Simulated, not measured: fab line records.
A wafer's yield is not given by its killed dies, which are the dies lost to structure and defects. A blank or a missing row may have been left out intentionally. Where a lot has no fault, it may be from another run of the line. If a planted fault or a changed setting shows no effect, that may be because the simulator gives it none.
fab line records -- flow sky130
record lots=24, wafers=72, lastDay=50
route steps=708 shown LOCAL_INTERCONNECT@387 CONTACT@411 METAL1@434
lots untouched by any fault: they come from a run of this same line in which no faults occurred
startH: hours from the record's first day to the start of the lot's first wafer shown -- waitH: how many hours have passed since the lot's step before this one -- " same as the row above -- L1.1+2: a row that stands for several wafers -- - no value, or no start was given -- * or withheld: withheld -- < > ~ a bound
route shown NAME@n: a module of which the file shows steps, and the number in the route of the first -- usual: mean/standard deviation of fault-free wafers -- same: alike in all rows -- chamber/n: place in a boat -- sites: readings site by site -- _std_site: the values' standard deviation -- _edge_site: outer sites' mean less inner sites' -- radiusMm: how far each site lies from the wafer's centre -- mask NAME#n: copy n -- behind: the last tool/chamber to shape the wafer -- hold: reason for holding the lot/hours on hold/outcome of the hold -- device: the transistor (n, p or np) that didn't switch -- end of line: tests of these same wafers at the route's end -- step lacking rows: just its recipe -- killed: the dies lost at the first sort to structure and to defects; this is not the yield of the wafer -- map: shows each die of a wafer: x if killed, . if not, _ if none is there
set.NAME: setting as actually run; set.NAME@STEP: the setting as run at that earlier step -- model.NAME: the simulator's own value behind a step, which no gauge read
the route's steps for a sample of lots (tables are steps, rows are wafers)
services: from which hour (startH, from the record's first day; less than 0 if before it) a tool's chamber was out of use, for how many hours, and why
## steps
# step SKY_LOCAL_INTERCONNECT_SPUTTER_00
# recipe material=TiN, targetThkNm=100, tempC=300, powerW=6500, timeS=83.3, chamberPressurePa=0.4
# usual substrateTempC=300.01/0.18, throttleValvePct=29.7/1.1
lot.wafer,tool,chamber,startH,waitH,substrateTempC,throttleValvePct
L074.2,pvdSputter-01,-,669.67,0.2,299.95,29.1
L074.3,pvdSputter-01,-,669.67,0.2,300.11,28.0
L074.4,pvdSputter-01,-,669.67,0.2,299.93,28.5
L075.3,pvdSputter-01,-,686.28,0.2,300.19,29.2
L075.5,pvdSputter-01,-,686.28,0.2,299.76,28.6
L075.6,pvdSputter-01,-,686.28,0.2,300.19,28.1
L076.1,pvdSputter-02,-,692.44,0.1,299.81,29.0
L076.2,pvdSputter-02,-,692.44,0.1,300.01,29.5
L076.3,pvdSputter-02,-,692.44,0.1,299.97,32.0
L077.1,pvdSputter-01,-,697.88,0.2,300.18,29.4
L077.3,pvdSputter-01,-,697.88,0.2,300.05,27.9
L077.6,pvdSputter-01,-,697.88,0.2,299.52,27.9
L078.1,pvdSputter-02,-,701.77,0.2,300.47,29.0
L078.2,pvdSputter-02,-,701.77,0.2,299.77,31.4
L078.6,pvdSputter-02,-,701.77,0.2,300.17,28.8
L079.1,pvdSputter-04,-,710.59,0.1,300.06,29.6
L079.4,pvdSputter-04,-,710.59,0.1,299.91,29.9
L079.6,pvdSputter-04,-,710.59,0.1,299.77,30.9
L080.1,pvdSputter-01,-,729.13,0.1,300.19,29.3
L080.3,pvdSputter-01,-,729.13,0.1,300.04,28.0
L080.5,pvdSputter-01,-,729.13,0.1,300.35,28.2
L081.3,pvdSputter-02,-,743.99,0.1,299.98,29.7
L081.4,pvdSputter-02,-,743.99,0.1,300.22,31.4
L081.6,pvdSputter-02,-,743.99,0.1,300.00,32.1
L082.1,pvdSputter-02,-,763.98,0.1,300.44,31.8
L082.4,pvdSputter-02,-,763.98,0.1,299.78,29.0
L082.5,pvdSputter-02,-,763.98,0.1,300.11,31.8
L083.4,pvdSputter-01,-,769.18,0.2,299.61,28.3
L083.5,pvdSputter-01,-,769.18,0.2,300.03,29.4
L083.6,pvdSputter-01,-,769.18,0.2,299.67,27.9
L085.2,pvdSputter-01,-,774.43,0.2,300.11,28.0
L085.4,pvdSputter-01,-,774.43,0.2,300.43,28.6
L085.6,pvdSputter-01,-,774.43,0.2,300.11,29.4
L084.2,pvdSputter-04,-,775.52,0.2,300.04,29.7
L084.5,pvdSputter-04,-,775.52,0.2,300.17,31.2
L084.6,pvdSputter-04,-,775.52,0.2,300.12,29.3
L086.1,pvdSputter-02,-,780.25,0.1,300.12,31.8
L086.3,pvdSputter-02,-,780.25,0.1,300.19,31.4
L086.4,pvdSputter-02,-,780.25,0.1,299.98,28.7
L088.3,pvdSputter-01,-,793.40,0.2,300.19,29.4
L088.5,pvdSputter-01,-,793.40,0.2,299.93,28.8
L088.6,pvdSputter-01,-,793.40,0.2,299.94,29.3
L087.1,pvdSputter-04,-,801.04,0.2,300.25,31.1
L087.2,pvdSputter-04,-,801.04,0.2,300.09,29.5
L087.5,pvdSputter-04,-,801.04,0.2,300.02,29.3
L090.1,pvdSputter-04,-,814.23,0.2,300.05,31.0
L090.3,pvdSputter-04,-,814.23,0.2,299.92,29.7
L090.4,pvdSputter-04,-,814.23,0.2,300.03,29.6
L089.1,pvdSputter-01,-,814.58,0.2,300.11,28.8
L089.3,pvdSputter-01,-,814.58,0.2,299.76,29.0
L089.6,pvdSputter-01,-,814.58,0.2,300.12,28.6
L091.2,pvdSputter-01,-,825.84,0.1,300.09,28.3
L091.5,pvdSputter-01,-,825.84,0.1,300.23,29.4
L091.6,pvdSputter-01,-,825.84,0.1,299.84,29.5
L092.4,pvdSputter-04,-,825.86,0.1,300.09,31.1
L092.5,pvdSputter-04,-,825.86,0.1,299.78,30.0
L092.6,pvdSputter-04,-,825.86,0.1,300.22,30.5
L093.2,pvdSputter-04,-,826.76,0.1,300.08,30.5
L093.5,pvdSputter-04,-,826.76,0.1,300.03,30.7
L093.6,pvdSputter-04,-,826.76,0.1,300.06,29.4
L095.1,pvdSputter-04,-,838.37,0.1,299.92,30.7
L095.2,pvdSputter-04,-,838.37,0.1,300.08,29.8
L095.5,pvdSputter-04,-,838.37,0.1,299.79,30.6
L094.3,pvdSputter-01,-,838.72,0.1,299.78,28.5
L094.4,pvdSputter-01,-,838.72,0.1,299.96,28.7
L094.5,pvdSputter-01,-,838.72,0.1,299.99,29.4
L096.1,pvdSputter-01,-,847.24,0.2,299.83,29.2
L096.3,pvdSputter-01,-,847.24,0.2,299.86,29.3
L096.4,pvdSputter-01,-,847.24,0.2,300.25,28.3
L097.1,pvdSputter-02,-,851.98,0.2,300.06,28.6
L097.3,pvdSputter-02,-,851.98,0.2,300.39,32.0
L097.4,pvdSputter-02,-,851.98,0.2,299.89,29.6
# step SKY_LOCAL_INTERCONNECT_THK_MEAS_02
# recipe thkMeasGauge=xrf, reads=TiN_of_LOCAL_INTERCONNECT_SPUTTER_00
# usual LOCAL_INTERCONNECT_TIN_THK=99.7/1.2
lot.wafer,tool,chamber,startH,waitH,LOCAL_INTERCONNECT_TIN_THK[nm]
L074.2,filmMetro-04,-,669.86,0.1,99.6
L074.3,filmMetro-04,-,669.86,0.1,97.3
L074.4,filmMetro-04,-,669.86,0.1,97.6
L075.3,filmMetro-04,-,686.48,0.1,99.3
L075.5,filmMetro-04,-,686.48,0.1,99.0
L075.6,filmMetro-04,-,686.48,0.1,98.4
L076.1,filmMetro-04,-,692.63,0.1,98.9
L076.2,filmMetro-04,-,692.63,0.1,99.1
L076.3,filmMetro-04,-,692.63,0.1,99.4
L077.1,filmMetro-02,-,698.06,0.1,101.3
L077.3,filmMetro-02,-,698.06,0.1,99.5
L077.6,filmMetro-02,-,698.06,0.1,99.5
L078.1,filmMetro-03,-,701.95,0.1,98.5
L078.2,filmMetro-03,-,701.95,0.1,100.0
L078.6,filmMetro-03,-,701.95,0.1,99.8
L079.1,filmMetro-02,-,710.77,0.1,101.5
L079.4,filmMetro-02,-,710.77,0.1,101.5
L079.6,filmMetro-02,-,710.77,0.1,100.8
L080.1,filmMetro-04,-,729.31,0.1,100.8
L080.3,filmMetro-04,-,729.31,0.1,101.1
L080.5,filmMetro-04,-,729.31,0.1,100.8
L081.3,filmMetro-04,-,744.20,0.1,98.6
L081.4,filmMetro-04,-,744.20,0.1,98.5
L081.6,filmMetro-04,-,744.20,0.1,97.4
L082.1,filmMetro-02,-,764.17,0.1,101.9
L082.4,filmMetro-02,-,764.17,0.1,101.9
L082.5,filmMetro-02,-,764.17,0.1,101.2
L083.4,filmMetro-04,-,769.39,0.1,99.2
L083.5,filmMetro-04,-,769.39,0.1,98.9
L083.6,filmMetro-04,-,769.39,0.1,99.7
L085.2,filmMetro-02,-,774.62,0.1,98.9
L085.4,filmMetro-02,-,774.62,0.1,98.2
L085.6,filmMetro-02,-,774.62,0.1,99.5
L084.2,filmMetro-02,-,775.71,0.1,99.9
L084.5,filmMetro-02,-,775.71,0.1,99.1
L084.6,filmMetro-02,-,775.71,0.1,99.5
L086.1,filmMetro-02,-,780.44,0.1,100.4
L086.3,filmMetro-02,-,780.44,0.1,99.8
L086.4,filmMetro-02,-,780.44,0.1,100.3
L088.3,filmMetro-03,-,793.61,0.1,98.4
L088.5,filmMetro-03,-,793.61,0.1,98.9
L088.6,filmMetro-03,-,793.61,0.1,99.3
L087.1,filmMetro-03,-,801.22,0.1,100.0
L087.2,filmMetro-03,-,801.22,0.1,100.4
L087.5,filmMetro-03,-,801.22,0.1,100.3
L090.1,filmMetro-02,-,814.41,0.1,101.6
L090.3,filmMetro-02,-,814.41,0.1,101.2
L090.4,filmMetro-02,-,814.41,0.1,99.9
L089.1,filmMetro-04,-,814.76,0.1,96.5
L089.3,filmMetro-04,-,814.76,0.1,98.9
L089.6,filmMetro-04,-,814.76,0.1,97.1
L091.2,filmMetro-02,-,826.03,0.1,98.6
L091.5,filmMetro-02,-,826.03,0.1,100.5
L091.6,filmMetro-02,-,826.03,0.1,98.9
L092.4,filmMetro-03,-,826.07,0.1,100.0
L092.5,filmMetro-03,-,826.07,0.1,100.1
L092.6,filmMetro-03,-,826.07,0.1,99.4
L093.2,filmMetro-03,-,826.95,0.1,99.4
L093.5,filmMetro-03,-,826.95,0.1,99.5
L093.6,filmMetro-03,-,826.95,0.1,99.2
L095.1,filmMetro-04,-,838.55,0.1,101.1
L095.2,filmMetro-04,-,838.55,0.1,101.7
L095.5,filmMetro-04,-,838.55,0.1,100.9
L094.3,filmMetro-03,-,838.92,0.1,97.0
L094.4,filmMetro-03,-,838.92,0.1,97.4
L094.5,filmMetro-03,-,838.92,0.1,99.4
L096.1,filmMetro-03,-,847.42,0.1,99.7
L096.3,filmMetro-03,-,847.42,0.1,99.7
L096.4,filmMetro-03,-,847.42,0.1,97.6
L097.1,filmMetro-03,-,852.16,0.1,101.1
L097.3,filmMetro-03,-,852.16,0.1,100.9
L097.4,filmMetro-03,-,852.16,0.1,100.2
# step SKY_LOCAL_INTERCONNECT_CD_MEAS_11
# recipe targetCdNm=170
# usual cdNm=170.2/1.6
lot.wafer,tool,chamber,startH,waitH,cdNm
L074.2,cdSem-02,-,697.23,-,169.9
L074.3,cdSem-02,-,697.23,-,169.4
L074.4,cdSem-02,-,697.23,-,170.2
L075.3,cdSem-01,-,714.33,-,168.5
L075.5,cdSem-01,-,714.33,-,168.4
L075.6,cdSem-01,-,714.33,-,168.4
L076.1,cdSem-02,-,720.24,-,169.7
L076.2,cdSem-02,-,720.24,-,170.8
L076.3,cdSem-02,-,720.24,-,170.1
L077.1,cdSem-01,-,725.76,-,168.9
L077.3,cdSem-01,-,725.76,-,170.4
L077.6,cdSem-01,-,725.76,-,169.4
L078.1,cdSem-02,-,729.79,-,166.7
L078.2,cdSem-02,-,729.79,-,166.4
L078.6,cdSem-02,-,729.79,-,166.5
L079.1,cdSem-01,-,738.30,-,172.0
L079.4,cdSem-01,-,738.30,-,172.7
L079.6,cdSem-01,-,738.30,-,174.3
L080.1,cdSem-02,-,757.10,-,171.8
L080.3,cdSem-02,-,757.10,-,172.1
L080.5,cdSem-02,-,757.10,-,170.9
L081.3,cdSem-01,-,771.30,-,171.1
L081.4,cdSem-01,-,771.30,-,170.6
L081.6,cdSem-01,-,771.30,-,171.2
L082.1,cdSem-01,-,791.19,-,169.3
L082.4,cdSem-01,-,791.19,-,169.8
L082.5,cdSem-01,-,791.19,-,171.1
L083.4,cdSem-02,-,796.00,-,170.8
L083.5,cdSem-02,-,796.00,-,169.3
L083.6,cdSem-02,-,796.00,-,171.1
L085.2,cdSem-01,-,800.86,-,172.2
L085.4,cdSem-01,-,800.86,-,171.2
L085.6,cdSem-01,-,800.86,-,169.6
L084.2,cdSem-01,-,802.01,-,171.3
L084.5,cdSem-01,-,802.01,-,169.8
L084.6,cdSem-01,-,802.01,-,170.8
L086.1,cdSem-02,-,806.45,-,169.2
L086.3,cdSem-02,-,806.45,-,168.6
L086.4,cdSem-02,-,806.45,-,168.7
L088.3,cdSem-01,-,820.10,-,170.1
L088.5,cdSem-01,-,820.10,-,170.6
L088.6,cdSem-01,-,820.10,-,171.7
L087.1,cdSem-01,-,826.79,-,168.2
L087.2,cdSem-01,-,826.79,-,168.0
L087.5,cdSem-01,-,826.79,-,168.6
L090.1,cdSem-02,-,840.85,-,172.9
L090.3,cdSem-02,-,840.85,-,173.1
L090.4,cdSem-02,-,840.85,-,172.1
L089.1,cdSem-02,-,841.14,-,170.8
L089.3,cdSem-02,-,841.14,-,172.0
L089.6,cdSem-02,-,841.14,-,171.4
L091.2,cdSem-02,-,850.86,-,171.9
L091.5,cdSem-02,-,850.86,-,173.3
L091.6,cdSem-02,-,850.86,-,172.4
L092.4,cdSem-02,-,851.85,-,169.6
L092.5,cdSem-02,-,851.85,-,169.0
L092.6,cdSem-02,-,851.85,-,169.4
L093.2,cdSem-01,-,852.83,-,167.5
L093.5,cdSem-01,-,852.83,-,167.8
L093.6,cdSem-01,-,852.83,-,167.5
L095.1,cdSem-02,-,863.55,-,170.2
L095.2,cdSem-02,-,863.55,-,169.6
L095.5,cdSem-02,-,863.55,-,169.6
L094.3,cdSem-02,-,864.63,-,171.2
L094.4,cdSem-02,-,864.63,-,172.2
L094.5,cdSem-02,-,864.63,-,171.1
L096.1,cdSem-02,-,873.06,-,171.9
L096.3,cdSem-02,-,873.06,-,172.3
L096.4,cdSem-02,-,873.06,-,172.4
L097.1,cdSem-01,-,878.20,-,168.4
L097.3,cdSem-01,-,878.20,-,169.0
L097.4,cdSem-01,-,878.20,-,167.9
# step SKY_LOCAL_INTERCONNECT_OVL_MEAS_12
# usual LOCAL_INTERCONNECT_OVL=0/6
lot.wafer,tool,chamber,startH,waitH,LOCAL_INTERCONNECT_OVL[nm]
L074.2,overlay-02,-,697.33,0.1,-2
L074.3,overlay-02,-,697.33,0.1,2
L074.4,overlay-02,-,697.33,0.1,-6
L075.3,overlay-01,-,714.42,0.1,-11
L075.5,overlay-01,-,714.42,0.1,-3
L075.6,overlay-01,-,714.42,0.1,-5
L076.1,overlay-02,-,720.36,0.1,-9
L076.2,overlay-02,-,720.36,0.1,-9
L076.3,overlay-02,-,720.36,0.1,-4
L077.1,overlay-02,-,725.88,0.1,-6
L077.3,overlay-02,-,725.88,0.1,-7
L077.6,overlay-02,-,725.88,0.1,-3
L078.1,overlay-01,-,729.91,0.1,-1
L078.2,overlay-01,-,729.91,0.1,-4
L078.6,overlay-01,-,729.91,0.1,3
L079.1,overlay-02,-,738.42,0.1,-7
L079.4,overlay-02,-,738.42,0.1,-6
L079.6,overlay-02,-,738.42,0.1,-1
L080.1,overlay-02,-,757.22,0.1,-4
L080.3,overlay-02,-,757.22,0.1,0
L080.5,overlay-02,-,757.22,0.1,-3
L081.3,overlay-02,-,771.39,0.1,-12
L081.4,overlay-02,-,771.39,0.1,-4
L081.6,overlay-02,-,771.39,0.1,-17
L082.1,overlay-01,-,791.31,0.1,0
L082.4,overlay-01,-,791.31,0.1,-3
L082.5,overlay-01,-,791.31,0.1,5
L083.4,overlay-02,-,796.07,0.1,-1
L083.5,overlay-02,-,796.07,0.1,-6
L083.6,overlay-02,-,796.07,0.1,-5
L085.2,overlay-02,-,800.96,0.1,2
L085.4,overlay-02,-,800.96,0.1,-1
L085.6,overlay-02,-,800.96,0.1,-6
L084.2,overlay-02,-,802.11,0.1,2
L084.5,overlay-02,-,802.11,0.1,1
L084.6,overlay-02,-,802.11,0.1,7
L086.1,overlay-02,-,806.57,0.1,1
L086.3,overlay-02,-,806.57,0.1,2
L086.4,overlay-02,-,806.57,0.1,1
L088.3,overlay-01,-,820.19,0.1,12
L088.5,overlay-01,-,820.19,0.1,8
L088.6,overlay-01,-,820.19,0.1,9
L087.1,overlay-02,-,826.91,0.1,1
L087.2,overlay-02,-,826.91,0.1,-2
L087.5,overlay-02,-,826.91,0.1,10
L090.1,overlay-02,-,840.97,0.1,4
L090.3,overlay-02,-,840.97,0.1,6
L090.4,overlay-02,-,840.97,0.1,1
L089.1,overlay-01,-,841.26,0.1,3
L089.3,overlay-01,-,841.26,0.1,-3
L089.6,overlay-01,-,841.26,0.1,4
L091.2,overlay-02,-,850.96,0.1,2
L091.5,overlay-02,-,850.96,0.1,2
L091.6,overlay-02,-,850.96,0.1,3
L092.4,overlay-01,-,851.92,0.1,-15
L092.5,overlay-01,-,851.92,0.1,-18
L092.6,overlay-01,-,851.92,0.1,-7
L093.2,overlay-02,-,852.94,0.1,7
L093.5,overlay-02,-,852.94,0.1,9
L093.6,overlay-02,-,852.94,0.1,-6
L095.1,overlay-01,-,863.67,0.1,3
L095.2,overlay-01,-,863.67,0.1,-4
L095.5,overlay-01,-,863.67,0.1,2
L094.3,overlay-02,-,864.72,0.1,6
L094.4,overlay-02,-,864.72,0.1,10
L094.5,overlay-02,-,864.72,0.1,2
L096.1,overlay-01,-,873.18,0.1,6
L096.3,overlay-01,-,873.18,0.1,12
L096.4,overlay-01,-,873.18,0.1,7
L097.1,overlay-02,-,878.32,0.1,-6
L097.3,overlay-02,-,878.32,0.1,-14
L097.4,overlay-02,-,878.32,0.1,-2
# step SKY_CONTACT_BOW_MEAS_05
# recipe mode=bow
# usual CONTACT_BOW=81/7.2
lot.wafer,tool,chamber,startH,waitH,CONTACT_BOW[um]
L074.2,filmMetro-02,-,698.64,0.2,81
L074.3,filmMetro-02,-,698.64,0.2,80
L074.4,filmMetro-02,-,698.64,0.2,84
L075.3,filmMetro-01,-,715.76,0.1,79
L075.5,filmMetro-01,-,715.76,0.1,83
L075.6,filmMetro-01,-,715.76,0.1,76
L076.1,filmMetro-01,-,721.89,0.1,80
L076.2,filmMetro-01,-,721.89,0.1,87
L076.3,filmMetro-01,-,721.89,0.1,82
L077.1,filmMetro-01,-,727.14,0.1,87
L077.3,filmMetro-01,-,727.14,0.1,76
L077.6,filmMetro-01,-,727.14,0.1,88
L078.1,filmMetro-02,-,731.18,0.2,80
L078.2,filmMetro-02,-,731.18,0.2,82
L078.6,filmMetro-02,-,731.18,0.2,74
L079.1,filmMetro-02,-,739.83,0.1,90
L079.4,filmMetro-02,-,739.83,0.1,83
L079.6,filmMetro-02,-,739.83,0.1,90
L080.1,filmMetro-01,-,758.48,0.1,73
L080.3,filmMetro-01,-,758.48,0.1,70
L080.5,filmMetro-01,-,758.48,0.1,79
L081.3,filmMetro-02,-,772.68,0.1,66
L081.4,filmMetro-02,-,772.68,0.1,97
L081.6,filmMetro-02,-,772.68,0.1,75
L082.1,filmMetro-03,-,792.57,0.1,86
L082.4,filmMetro-03,-,792.57,0.1,81
L082.5,filmMetro-03,-,792.57,0.1,86
L083.4,filmMetro-03,-,797.38,0.3,81
L083.5,filmMetro-03,-,797.38,0.3,88
L083.6,filmMetro-03,-,797.38,0.3,84
L085.2,filmMetro-02,-,802.28,0.3,83
L085.4,filmMetro-02,-,802.28,0.3,82
L085.6,filmMetro-02,-,802.28,0.3,88
L084.2,filmMetro-03,-,803.44,0.3,85
L084.5,filmMetro-03,-,803.44,0.3,78
L084.6,filmMetro-03,-,803.44,0.3,93
L086.1,filmMetro-02,-,807.83,0.1,76
L086.3,filmMetro-02,-,807.83,0.1,82
L086.4,filmMetro-02,-,807.83,0.1,83
L088.3,filmMetro-02,-,821.67,0.2,102
L088.5,filmMetro-02,-,821.67,0.2,86
L088.6,filmMetro-02,-,821.67,0.2,84
L087.1,filmMetro-03,-,828.21,0.2,77
L087.2,filmMetro-03,-,828.21,0.2,69
L087.5,filmMetro-03,-,828.21,0.2,70
L090.1,filmMetro-01,-,842.23,0.1,87
L090.3,filmMetro-01,-,842.23,0.1,82
L090.4,filmMetro-01,-,842.23,0.1,89
L089.1,filmMetro-03,-,842.52,0.1,100
L089.3,filmMetro-03,-,842.52,0.1,84
L089.6,filmMetro-03,-,842.52,0.1,87
L091.2,filmMetro-01,-,852.30,0.1,82
L091.5,filmMetro-01,-,852.30,0.1,84
L091.6,filmMetro-01,-,852.30,0.1,88
L092.4,filmMetro-02,-,853.27,0.3,78
L092.5,filmMetro-02,-,853.27,0.3,75
L092.6,filmMetro-02,-,853.27,0.3,65
L093.2,filmMetro-01,-,854.66,0.2,89
L093.5,filmMetro-01,-,854.66,0.2,77
L093.6,filmMetro-01,-,854.66,0.2,85
L095.1,filmMetro-03,-,865.05,0.2,72
L095.2,filmMetro-03,-,865.05,0.2,72
L095.5,filmMetro-03,-,865.05,0.2,88
L094.3,filmMetro-01,-,866.03,0.2,72
L094.4,filmMetro-01,-,866.03,0.2,64
L094.5,filmMetro-01,-,866.03,0.2,72
L096.1,filmMetro-03,-,874.44,0.1,86
L096.3,filmMetro-03,-,874.44,0.1,79
L096.4,filmMetro-03,-,874.44,0.1,83
L097.1,filmMetro-02,-,879.70,0.1,75
L097.3,filmMetro-02,-,879.70,0.1,84
L097.4,filmMetro-02,-,879.70,0.1,77
# step SKY_METAL1_SPUTTER_00
# recipe material=Ti, targetThkNm=15, powerW=3000, timeS=10, chamberPressurePa=0.4
# usual throttleValvePct=29.6/1.1
lot.wafer,tool,chamber,startH,waitH,throttleValvePct
L074.2,pvdSputter-03,-,728.38,0.1,29.3
L074.3,pvdSputter-03,-,728.38,0.1,28.5
L074.4,pvdSputter-03,-,728.38,0.1,30.8
L075.3,pvdSputter-02,-,745.22,0.2,31.7
L075.5,pvdSputter-02,-,745.22,0.2,31.8
L075.6,pvdSputter-02,-,745.22,0.2,28.9
L076.1,pvdSputter-02,-,750.59,0.2,31.5
L076.2,pvdSputter-02,-,750.59,0.2,28.9
L076.3,pvdSputter-02,-,750.59,0.2,29.8
L077.1,pvdSputter-02,-,756.83,0.2,32.1
L077.3,pvdSputter-02,-,756.83,0.2,28.9
L077.6,pvdSputter-02,-,756.83,0.2,29.5
L078.1,pvdSputter-01,-,760.40,0.2,28.6
L078.2,pvdSputter-01,-,760.40,0.2,29.3
L078.6,pvdSputter-01,-,760.40,0.2,28.0
L079.1,pvdSputter-03,-,768.99,0.1,30.5
L079.4,pvdSputter-03,-,768.99,0.1,29.2
L079.6,pvdSputter-03,-,768.99,0.1,29.4
L080.1,pvdSputter-03,-,786.64,0.2,30.3
L080.3,pvdSputter-03,-,786.64,0.2,29.1
L080.5,pvdSputter-03,-,786.64,0.2,29.3
L081.3,pvdSputter-01,-,800.91,0.1,28.3
L081.4,pvdSputter-01,-,800.91,0.1,29.4
L081.6,pvdSputter-01,-,800.91,0.1,29.2
L082.1,pvdSputter-01,-,821.03,0.2,29.1
L082.4,pvdSputter-01,-,821.03,0.2,28.6
L082.5,pvdSputter-01,-,821.03,0.2,28.7
L083.4,pvdSputter-01,-,826.16,0.2,28.1
L083.5,pvdSputter-01,-,826.16,0.2,28.5
L083.6,pvdSputter-01,-,826.16,0.2,28.6
L085.2,pvdSputter-01,-,829.45,0.1,29.1
L085.4,pvdSputter-01,-,829.45,0.1,29.5
L085.6,pvdSputter-01,-,829.45,0.1,29.0
L084.2,pvdSputter-03,-,831.51,0.2,29.2
L084.5,pvdSputter-03,-,831.51,0.2,30.4
L084.6,pvdSputter-03,-,831.51,0.2,28.6
L086.1,pvdSputter-03,-,835.27,0.2,29.3
L086.3,pvdSputter-03,-,835.27,0.2,28.7
L086.4,pvdSputter-03,-,835.27,0.2,30.8
L088.3,pvdSputter-01,-,848.52,0.1,29.3
L088.5,pvdSputter-01,-,848.52,0.1,29.4
L088.6,pvdSputter-01,-,848.52,0.1,29.1
L087.1,pvdSputter-03,-,855.44,0.2,28.7
L087.2,pvdSputter-03,-,855.44,0.2,29.1
L087.5,pvdSputter-03,-,855.44,0.2,28.8
L090.1,pvdSputter-03,-,869.52,0.2,28.7
L090.3,pvdSputter-03,-,869.52,0.2,29.1
L090.4,pvdSputter-03,-,869.52,0.2,30.5
L089.1,pvdSputter-02,-,869.87,0.1,31.3
L089.3,pvdSputter-02,-,869.87,0.1,32.2
L089.6,pvdSputter-02,-,869.87,0.1,29.9
L091.2,pvdSputter-02,-,880.00,0.2,29.2
L091.5,pvdSputter-02,-,880.00,0.2,29.8
L091.6,pvdSputter-02,-,880.00,0.2,28.8
L092.4,pvdSputter-03,-,881.06,0.2,28.4
L092.5,pvdSputter-03,-,881.06,0.2,30.2
L092.6,pvdSputter-03,-,881.06,0.2,30.5
L093.2,pvdSputter-03,-,882.61,0.2,28.6
L093.5,pvdSputter-03,-,882.61,0.2,29.3
L093.6,pvdSputter-03,-,882.61,0.2,30.1
L095.1,pvdSputter-01,-,892.90,0.1,29.3
L095.2,pvdSputter-01,-,892.90,0.1,29.3
L095.5,pvdSputter-01,-,892.90,0.1,28.5
L094.3,pvdSputter-02,-,893.87,0.2,28.9
L094.4,pvdSputter-02,-,893.87,0.2,31.2
L094.5,pvdSputter-02,-,893.87,0.2,29.9
L096.1,pvdSputter-01,-,902.50,0.1,29.3
L096.3,pvdSputter-01,-,902.50,0.1,29.4
L096.4,pvdSputter-01,-,902.50,0.1,28.2
L097.1,pvdSputter-02,-,906.85,0.2,28.7
L097.3,pvdSputter-02,-,906.85,0.2,29.7
L097.4,pvdSputter-02,-,906.85,0.2,31.9
## services
tool,chamber,startH,hours,kind
pvdSputter-03,-,647.76,5.3,repair
pvdSputter-04,2,707.06,-,consumableReplace:kit
pvdSputter-04,2,707.06,18.0,scheduledDown
pvdSputter-04,2,707.06,18.0,ventCycle
pvdSputter-02,-,831.94,8.7,repair
pvdSputter-01,3,838.05,-,consumableReplace:kit
pvdSputter-01,3,838.05,18.0,scheduledDown
pvdSputter-01,3,838.05,18.0,ventCycle
pvdSputter-02,2,856.35,-,consumableReplace:kit
pvdSputter-02,2,856.35,18.0,scheduledDown
pvdSputter-02,2,856.35,18.0,ventCycle
pvdSputter-03,1,882.75,-,consumableReplace:kit
pvdSputter-03,1,882.75,18.0,scheduledDown
pvdSputter-03,1,882.75,18.0,ventCycle
## key
fault none
